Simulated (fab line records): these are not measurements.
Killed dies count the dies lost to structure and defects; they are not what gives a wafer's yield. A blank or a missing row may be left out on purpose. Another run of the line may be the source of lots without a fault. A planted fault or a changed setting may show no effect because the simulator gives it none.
fab line records ; flow sky130
record lots=6; wafers=18; lastDay=50
route steps=708 shown FIELD_ISO@7
lots untouched by any fault: they come from a run of this same line in which no faults occurred
startH: hours from the record's first day to the start of the lot's first wafer shown ; waitH: time in hours since the lot's previous step ; " same as the row above ; L1.1+2: several wafers, shown together as one row ; - no value present, or no start provided ; * or withheld: withheld ; < > ~ a bound
route shown NAME@n: names a module that has steps shown in the file, with the first one's number in the route ; usual: the fault-free wafers' mean and standard deviation ; same: alike in all rows ; chamber/n: place in a boat ; sites: readings site by site ; _std_site: standard deviation across them ; _edge_site: mean of outer sites minus mean of inner sites ; radiusMm: how far each site lies from the wafer's centre ; mask NAME#n: copy n ; behind: the last tool/chamber to shape the wafer ; hold: why the lot went on hold/how many hours it stayed there/how the hold came to an end ; device: the n, p or np transistor that did not switch ; end of line: tests run on the same wafers once the route is complete ; for a step that has no rows: nothing shown but its recipe ; killed: dies lost to structure and defects at the first sort, not the wafer's yield ; map: a wafer's dies, marking killed ones x, the rest . and places with no die _
set.NAME: the setting the step ran with; set.NAME@STEP: the setting that earlier step ran with ; model.NAME: the simulator's own value behind a step, which no gauge read
lots seen at some steps along the route; tables by step, rows by wafer
services: when a tool's chamber went out of use (startH, in hours from the record's first day, below 0 if earlier), for how many hours, and the reason
## steps
# step SKY_FIELD_ISO_HMDS_06
# recipe primeTimeS=60; primeTempC=120
# step SKY_FIELD_ISO_COAT_07
# recipe resist=BARC; tempC=withheld; timeS=withheld; spinRpm=3000; resistThkNm=60
# step SKY_FIELD_ISO_COAT_08
# recipe resist=KrF-thick; spinRpm=3000; resistThkNm=450
# step SKY_FIELD_ISO_SOFTBAKE_09
# recipe tempC=100; timeS=90; resist=KrF-thick
# step SKY_FIELD_ISO_EXPOSE_10
# recipe maskId=FOM; na=0.68; sourceShape=annular; sigmaInner=0.4; sigmaOuter=0.8; targetCdNm=150; doseMj=28
# step SKY_FIELD_ISO_PEB_11
# recipe pebTempC=withheld; pebTimeS=withheld; resist=KrF-thick
# step SKY_FIELD_ISO_DEVELOP_12
# recipe developTimeS=60; resist=KrF-thick; devTempC=21
# step SKY_FIELD_ISO_CD_MEAS_13
# recipe targetCdNm=150
# usual cdNm=149.8/1.3
lot.wafer;tool;chamber;startH;waitH;cdNm
L252.2;cdSem-02;-;30.29;-;151.2
L252.3;cdSem-02;-;30.29;-;148.8
L252.6;cdSem-02;-;30.29;-;150.2
L261.2;cdSem-02;-;75.35;-;150.3
L261.4;cdSem-02;-;75.35;-;151.5
L261.6;cdSem-02;-;75.35;-;150.1
L271.1;cdSem-02;-;127.73;-;149.9
L271.4;cdSem-02;-;127.73;-;150.8
L271.5;cdSem-02;-;127.73;-;149.4
L272.1;cdSem-02;-;133.73;-;150.5
L272.2;cdSem-02;-;133.73;-;149.3
L272.6;cdSem-02;-;133.73;-;148.4
L274.2;cdSem-01;-;145.18;-;152.9
L274.4;cdSem-01;-;145.18;-;151.0
L274.5;cdSem-01;-;145.18;-;150.7
L275.1;cdSem-01;-;148.16;-;149.7
L275.5;cdSem-01;-;148.16;-;149.2
L275.6;cdSem-01;-;148.16;-;148.6
# step SKY_FIELD_ISO_ETCH_14
# recipe chemistry=N2/H2; target=BARC; ionEnergyEv=200; sourceW=500; biasW=100; pressureMtorr=30; n2FlowSccm=100; h2FlowSccm=200; stopOn=SiO2; timeS=45.9; targetDepthA=600
# usual biasW=99.97/0.27; chamberPressureMTorr=30.001/0.028; drypumpMotorCurrentA=5.7/0.47; oesProductAu=0.855/0.0049; throttleValvePct=13.225/0.0083
lot.wafer;tool;chamber;startH;waitH;biasW;chamberPressureMTorr;drypumpMotorCurrentA;oesProductAu;rfHoursCounterH;throttleValvePct
L252.2;rieDiel-03;2;30.39;0.1;99.82;29.996;6.2;0.864;137;13.234
L252.3;rieDiel-03;3;30.39;0.1;99.80;29.962;5.7;0.858;92;13.229
L252.6;rieDiel-03;3;30.39;0.1;99.37;29.969;5.7;0.852;-;13.214
L261.2;rieDiel-04;1;75.45;0.1;99.95;29.958;5.4;0.857;128;13.232
L261.4;rieDiel-04;0;75.45;0.1;100.44;30.080;5.1;0.856;72;13.224
L261.6;rieDiel-04;0;75.45;0.1;99.83;29.981;5.1;0.850;-;13.213
L271.1;rieDiel-04;0;127.85;0.1;100.19;29.978;5.1;0.857;73;13.213
L271.4;rieDiel-04;0;127.85;0.1;100.22;30.005;5.1;0.851;-;13.231
L271.5;rieDiel-04;3;127.85;0.1;100.24;30.025;6.2;0.853;-;13.238
L272.1;rieDiel-03;0;133.85;0.1;99.93;30.024;6.2;0.858;19;13.227
L272.2;rieDiel-03;3;133.85;0.1;99.66;29.988;5.7;0.862;95;13.229
L272.6;rieDiel-03;3;133.85;0.1;100.16;30.022;5.6;0.857;-;13.225
L274.2;rieDiel-03;2;145.28;0.1;99.66;30.024;6.2;0.851;138;13.228
L274.4;rieDiel-03;1;145.28;0.1;99.62;30.019;4.9;0.860;67;13.234
L274.5;rieDiel-03;3;145.28;0.1;100.20;29.987;5.7;0.855;-;13.221
L275.1;rieDiel-04;1;148.28;0.1;99.87;30.059;5.4;0.855;130;13.229
L275.5;rieDiel-04;0;148.28;0.1;99.65;30.042;5.1;0.852;-;13.224
L275.6;rieDiel-04;3;148.28;0.1;100.23;29.971;6.3;0.851;-;13.223
# step SKY_FIELD_ISO_ETCH_15
# recipe chemistry=CHF3/O2; targetDepthNm=180; stopOn=Si; sourceW=600; biasW=200; pressureMtorr=40; chf3FlowSccm=50; O2_flow_sccm=5; timeS=72
# usual O2_flow_sccm=4.999/0.015; biasW=200.1/0.57; drypumpMotorCurrentA=5.6/0.47; oesProductAu=0.945/0.0072; throttleValvePct=8.843/0.0096
lot.wafer;tool;chamber;startH;waitH;O2_flow_sccm;biasW;drypumpMotorCurrentA;oesProductAu;rfHoursCounterH;throttleValvePct
L252.2;rieDiel-03;2;30.44;0.0;4.967;200.4;6.2;0.942;137;8.846
L252.3;rieDiel-03;3;30.44;0.0;5.014;199.8;5.6;0.939;92;8.858
L252.6;rieDiel-03;3;30.44;0.0;5.006;199.9;5.6;0.949;-;8.849
L261.2;rieDiel-04;1;75.49;0.0;4.999;200.9;5.4;0.929;128;8.849
L261.4;rieDiel-04;0;75.49;0.0;4.994;199.4;5.1;0.940;72;8.835
L261.6;rieDiel-04;0;75.49;0.0;5.013;200.3;5.1;0.955;-;8.834
L271.1;rieDiel-04;0;127.89;0.0;5.023;200.6;5.1;0.941;73;8.829
L271.4;rieDiel-04;0;127.89;0.0;4.990;199.7;5.1;0.937;-;8.834
L271.5;rieDiel-04;3;127.89;0.0;4.980;200.8;6.3;0.940;-;8.874
L272.1;rieDiel-03;0;133.89;0.0;5.006;199.6;6.2;0.955;19;8.840
L272.2;rieDiel-03;3;133.89;0.0;4.999;200.3;5.7;0.946;95;8.860
L272.6;rieDiel-03;3;133.89;0.0;4.982;200.5;5.6;0.954;-;8.826
L274.2;rieDiel-03;2;145.32;0.0;5.036;200.6;6.3;0.936;138;8.843
L274.4;rieDiel-03;1;145.32;0.0;5.015;200.4;4.9;0.934;67;8.848
L274.5;rieDiel-03;3;145.32;0.0;4.996;199.4;5.6;0.940;-;8.835
L275.1;rieDiel-04;1;148.32;0.0;4.983;200.7;5.4;0.941;130;8.854
L275.5;rieDiel-04;0;148.32;0.0;5.002;200.0;5.1;0.945;-;8.840
L275.6;rieDiel-04;3;148.32;0.0;5.005;198.8;6.3;0.955;-;8.847
# step SKY_FIELD_ISO_STRIP_16
# recipe chemistry=O2/N2; powerW=1400; pressureMtorr=1500; platenTempC=withheld; o2FlowSccm=3000; n2FlowSccm=300; overashFraction=0.5
# usual drypumpMotorCurrentA=5.6/0.4; oesProductAu=0.378/0.0047; stripTimeToEndpointS=3.54/0.036
lot.wafer;tool;chamber;startH;waitH;drypumpMotorCurrentA;oesProductAu;rfHoursCounterH;stripTimeToEndpointS
L252.2;plasmaAsher-02;0;30.49;0.0;6.3;0.383;34;3.56
L252.3;plasmaAsher-02;0;30.49;0.0;6.3;0.380;-;3.57
L252.6;plasmaAsher-02;1;30.49;0.0;5.5;0.381;-;3.58
L261.2;plasmaAsher-03;0;75.55;0.0;5.5;0.382;25;3.53
L261.4;plasmaAsher-03;1;75.55;0.0;5.4;0.378;-;3.47
L261.6;plasmaAsher-03;0;75.55;0.0;5.5;0.375;-;3.46
L271.1;plasmaAsher-02;1;127.94;0.0;5.6;0.367;41;3.51
L271.4;plasmaAsher-02;1;127.94;0.0;5.5;0.384;-;3.52
L271.5;plasmaAsher-02;1;127.94;0.0;5.6;0.371;-;3.51
L272.1;plasmaAsher-03;1;133.94;0.0;5.3;0.376;33;3.56
L272.2;plasmaAsher-03;0;133.94;0.0;5.6;0.381;33;3.64
L272.6;plasmaAsher-03;0;133.94;0.0;5.5;0.389;-;3.59
L274.2;plasmaAsher-03;0;145.38;0.0;5.5;0.375;34;3.57
L274.4;plasmaAsher-03;0;145.38;0.0;5.5;0.385;-;3.54
L274.5;plasmaAsher-03;0;145.38;0.0;5.5;0.374;-;3.61
L275.1;plasmaAsher-02;1;148.38;0.0;5.6;0.385;42;3.57
L275.5;plasmaAsher-02;1;148.38;0.0;5.6;0.382;-;3.53
L275.6;plasmaAsher-02;0;148.38;0.0;6.2;0.385;-;3.54
# step SKY_FIELD_ISO_ETCH_17
# recipe targetDepthA=3420; maskMaterial=Si3N4; chemistry=HBr/Cl2/O2; target=Si; taperDeg=5; icpW=600; biasW=150; pressureMtorr=15; HBr_flow_sccm=150; Cl2_flow_sccm=40; O2_flow_sccm=6; timeS=97.7
# usual HBr_flow_sccm=150.1/0.46; O2_flow_sccm=5.999/0.018; drypumpMotorCurrentA=5.9/0.34; mfcCl2Sccm=39.99/0.12; oesProductAu=1.000/0.013; throttleValvePct=25.656/0.012
lot.wafer;tool;chamber;startH;waitH;HBr_flow_sccm;O2_flow_sccm;drypumpMotorCurrentA;mfcCl2Sccm;oesProductAu;rfHoursCounterH;throttleValvePct
L252.2;rieSi-02;1;30.59;0.1;149.8;5.989;6.2;40.05;0.976;98;25.667
L252.3;rieSi-02;2;30.59;0.1;150.5;5.997;6.4;39.88;1.020;2;25.657
L252.6;rieSi-02;1;30.59;0.1;150.6;6.006;6.2;39.95;0.985;-;25.676
L261.2;rieSi-02;3;75.65;0.1;149.7;6.016;5.4;39.91;1.005;20;25.672
L261.4;rieSi-02;1;75.65;0.1;149.4;6.013;6.2;39.96;0.979;99;25.702
L261.6;rieSi-02;0;75.65;0.1;150.5;5.973;6.1;39.88;1.001;-;25.655
L271.1;rieSi-02;0;128.04;0.1;150.2;6.017;6.1;39.88;0.989;2;25.646
L271.4;rieSi-02;3;128.04;0.1;150.2;5.974;5.4;39.99;1.003;21;25.651
L271.5;rieSi-02;3;128.04;0.1;150.9;5.987;5.4;40.00;1.000;-;25.664
L272.1;rieSi-01;0;134.04;0.1;149.2;5.995;5.9;39.82;0.999;3;25.649
L272.2;rieSi-01;3;134.04;0.1;150.9;6.007;5.4;40.03;1.012;2;25.638
L272.6;rieSi-01;1;134.04;0.1;150.2;5.987;5.6;40.13;1.016;-;25.653
L274.2;rieSi-02;2;145.48;0.1;149.8;6.017;6.4;40.20;1.006;3;25.653
L274.4;rieSi-02;1;145.48;0.1;149.9;6.014;6.2;39.90;0.979;99;25.662
L274.5;rieSi-02;0;145.48;0.1;150.2;5.987;6.1;39.98;0.993;-;25.657
L275.1;rieSi-01;2;148.48;0.1;150.1;6.015;5.9;39.97;1.013;29;25.661
L275.5;rieSi-01;0;148.48;0.1;149.7;5.997;5.9;39.99;0.993;-;25.646
L275.6;rieSi-01;1;148.48;0.1;149.7;5.988;5.6;40.07;1.016;-;25.639
# step SKY_FIELD_ISO_WET_ETCH_18
# recipe chemistry=H3PO4; targetDepthNm=25; tempC=160; target=Si3N4; timeS=286
# usual bathGuardTempC=159.8/0.57; bathHeatDutyPct=28/3.1; tempC=159.97/0.15
lot.wafer;tool;chamber;startH;waitH;bathGuardTempC;bathHeatDutyPct;tempC;model.Si3N4_of_FIELD_ISO_CVD_03.thkNm
L252.2;wetBench-01;1;30.66;0.0;160.0;32;159.99;125.3
L252.3;wetBench-01;1;30.66;0.0;159.7;34;160.05;124
L252.6;wetBench-01;1;30.66;0.0;159.7;34;160.09;125.7
L261.2;wetBench-03;2;75.72;0.0;159.6;33;159.99;123.4
L261.4;wetBench-03;2;75.72;0.0;159.3;33;159.78;123.6
L261.6;wetBench-03;2;75.72;0.0;159.6;33;159.68;124.9
L271.1;wetBench-03;3;128.12;0.0;-;-;-;148.9
L271.4;wetBench-03;3;128.12;0.0;-;-;-;147.6
L271.5;wetBench-03;3;128.12;0.0;-;-;-;148.3
L272.1;wetBench-03;1;134.12;0.0;-;-;-;151.1
L272.2;wetBench-03;1;134.12;0.0;-;-;-;150.6
L272.6;wetBench-03;1;134.12;0.0;-;-;-;150.9
L274.2;wetBench-03;2;145.55;0.0;159.6;33;159.90;123.6
L274.4;wetBench-03;2;145.55;0.0;159.5;33;160.12;124.3
L274.5;wetBench-03;2;145.55;0.0;159.7;35;160.03;123.8
L275.1;wetBench-02;1;148.55;0.0;160.9;26;159.76;125
L275.5;wetBench-02;1;148.55;0.0;160.8;26;159.70;126.3
L275.6;wetBench-02;1;148.55;0.0;160.6;28;159.89;125.4
# step SKY_FIELD_ISO_CLEAN_19
# recipe chemistry=SC1/SC2; mix=1:4:20; tempC=70; timeS=150
# step SKY_FIELD_ISO_CLEAN_20
# recipe chemistry=dHF; timeS=20; dilution=100:1
# step SKY_FIELD_ISO_WET_ETCH_21
# recipe chemistry=dHF; dilution=100:1; targetDepthNm=20; dry=ipaMarangoni; target=SiO2; tempC=25; timeS=400
# step SKY_FIELD_ISO_OXIDATION_22
# recipe tempC=950; ambient=O2; stabiliseS=600; purgeS=300; targetThkA=100; oxTimeS=623
# step SKY_FIELD_ISO_CVD_24
# recipe material=SiO2; targetThkNm=595; tempC=650; sigmaOpenFrac=0.3; timeS=99.2; sih4FlowSccm=60; pressureMtorr=6
# step SKY_FIELD_ISO_ANNEAL_26
# recipe tempC=1000; timeS=1800; ambient=N2
# step SKY_FIELD_ISO_CMP_27
# recipe stopOn=Si3N4; tOverpolishS=16; downForcePsi=4; platenRpm=60; targetThkNm=457.8; padVelocityMS=0.94248
# usual motorCurrentA=12.1/1
lot.wafer;tool;chamber;startH;waitH;motorCurrentA
L252.2;cmp-02;0;33.80;0.0;13.2
L252.3;cmp-02;3;33.80;0.0;10.8
L252.6;cmp-02;1;33.80;0.0;11.8
L261.2;cmp-01;3;79.50;0.0;12.0
L261.4;cmp-01;2;79.50;0.0;13.1
L261.6;cmp-01;3;79.50;0.0;11.8
L271.4;cmp-02;3;131.29;0.0;10.9
L271.1;cmp-02;2;131.29;0.0;11.9
L271.5;cmp-02;3;131.29;0.0;10.8
L272.1;cmp-02;0;140.67;0.1;13.4
L272.2;cmp-02;1;140.67;0.1;12.3
L272.6;cmp-02;3;140.67;0.1;10.7
L274.4;cmp-02;2;152.72;0.0;11.6
L274.2;cmp-02;3;152.72;0.0;10.9
L274.5;cmp-02;2;152.72;0.0;11.3
L275.1;cmp-01;1;154.22;0.0;11.8
L275.5;cmp-01;1;154.22;0.0;12.0
L275.6;cmp-01;2;154.22;0.0;12.9
# step SKY_FIELD_ISO_WET_ETCH_28
# recipe chemistry=dHF; targetDepthNm=23.7; target=SiO2; dilution=10:1; tempC=25; timeS=47
# usual bathHeatDutyPct=6.2/0.89; runLengthS=76/3.1; tempC=25.02/0.085
lot.wafer;tool;chamber;startH;waitH;bathHeatDutyPct;runLengthS;tempC;model.Si3N4_of_FIELD_ISO_CVD_03.thkNm
L252.2;wetBench-02;0;34.10;0.2;5.5;74;25.01;119.4
L252.3;wetBench-02;0;34.10;0.2;5.9;74;24.98;118.1
L252.6;wetBench-02;0;34.10;0.2;5.8;74;25.06;119.7
L261.2;wetBench-01;3;79.80;0.2;5.7;75;25.02;117.5
L261.4;wetBench-01;3;79.80;0.2;4.6;75;24.94;117.7
L261.6;wetBench-01;3;79.80;0.2;5.6;75;25.03;119
L271.1;wetBench-03;0;131.59;0.1;5.6;72;25.09;142.9
L271.4;wetBench-03;0;131.59;0.1;5.7;72;25.08;141.6
L271.5;wetBench-03;0;131.59;0.1;5.4;72;25.13;142.3
L272.1;wetBench-02;2;140.87;0.1;5.5;79;25.14;145.2
L272.2;wetBench-02;2;140.87;0.1;6.0;79;25.08;144.6
L272.6;wetBench-02;2;140.87;0.1;6.7;79;25.15;145
L274.2;wetBench-02;1;153.02;0.2;6.2;80;24.97;117.7
L274.4;wetBench-02;1;153.02;0.2;6.8;80;25.09;118.4
L274.5;wetBench-02;1;153.02;0.2;5.5;80;25.05;117.9
L275.1;wetBench-02;0;154.52;0.2;5.8;79;24.95;119.1
L275.5;wetBench-02;0;154.52;0.2;6.1;79;25.06;120.4
L275.6;wetBench-02;0;154.52;0.2;6.3;79;24.90;119.4
# step SKY_FIELD_ISO_WET_ETCH_29
# recipe chemistry=H3PO4; targetDepthNm=160; target=Si3N4; tempC=160; timeS=1825
## services
tool;chamber;startH;hours;kind
cmp-01;-;13.03;0.4;repair
plasmaAsher-03;-;24.79;2.8;pm
wetBench-03;-;24.99;6.8;repair
cmp-02;-;29.02;3.8;pm
rieDiel-03;2;47.77;70.9;repair
rieDiel-03;1;49.34;4.9;repair
cmp-01;-;64.00;4.0;pm
cmp-01;-;68.00;-;consumableReplace:conditioner
cmp-01;-;68.00;-;consumableReplace:pad
plasmaAsher-02;-;71.87;6.2;repair
plasmaAsher-02;-;77.54;21.4;repair
cmp-01;-;89.87;17.0;pm
rieDiel-03;1;103.94;11.4;repair
cmp-02;-;108.21;0.3;repair
rieSi-02;-;117.84;0.9;repair
rieDiel-04;0;118.79;7.1;repair
cmp-02;-;119.47;1.0;repair
rieDiel-04;2;125.93;-;clean
rieDiel-04;2;125.93;25.3;scheduledDown
rieDiel-04;2;125.93;25.3;ventCycle
rieDiel-03;-;128.52;2.8;pm
cmp-01;-;147.91;1.3;repair
wetBench-03;-;150.59;4.4;pm
cmp-01;-;150.96;2.1;repair
## key
firstSign step=SKY_FIELD_ISO_WET_ETCH_18; reading=toolRecord; direction=missing
effect none on later readings
modelEffect step=SKY_FIELD_ISO_WET_ETCH_18; value=Si3N4_of_FIELD_ISO_CVD_03.thkNm; without=124.6; struck=149.6
modelEffect step=SKY_FIELD_ISO_WET_ETCH_28; value=Si3N4_of_FIELD_ISO_CVD_03.thkNm; without=118.7; struck=143.6
metAt SKY_FIELD_ISO_WET_ETCH_18
struckWafers L271.1,L271.4,L271.5,L272.1,L272.2,L272.6
laterRowsLeftOut L271.1,L271.4,L271.5,L272.1,L272.2,L272.6
sortLeftOut L271.1,L271.4,L271.5,L272.1,L272.2,L272.6
testerLeftOut L271,L272
onsetBetween 75.72 128.12
fault kind=skippedStepWhole; tool=wetBench-03; chamber=-; onsetH=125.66; steps=SKY_FIELD_ISO_WET_ETCH_18; scope=struckLotsOnly
# testerLeftOut: of these lots the tester's yield and bins aren't shown, on N5 and GAA mostly nor the transistor test; their killed dies are dies lost to structure and defects alone, not to doping, threshold or leakage, so they don't give the yield
# sortLeftOut: the simulated sort isn't trusted on such a fault, so these wafers' sort isn't shown, and their yield isn't known
# laterRowsLeftOut: the simulator's readings of these wafers behind a module that went badly wrong aren't trusted and aren't shown, but for the sort
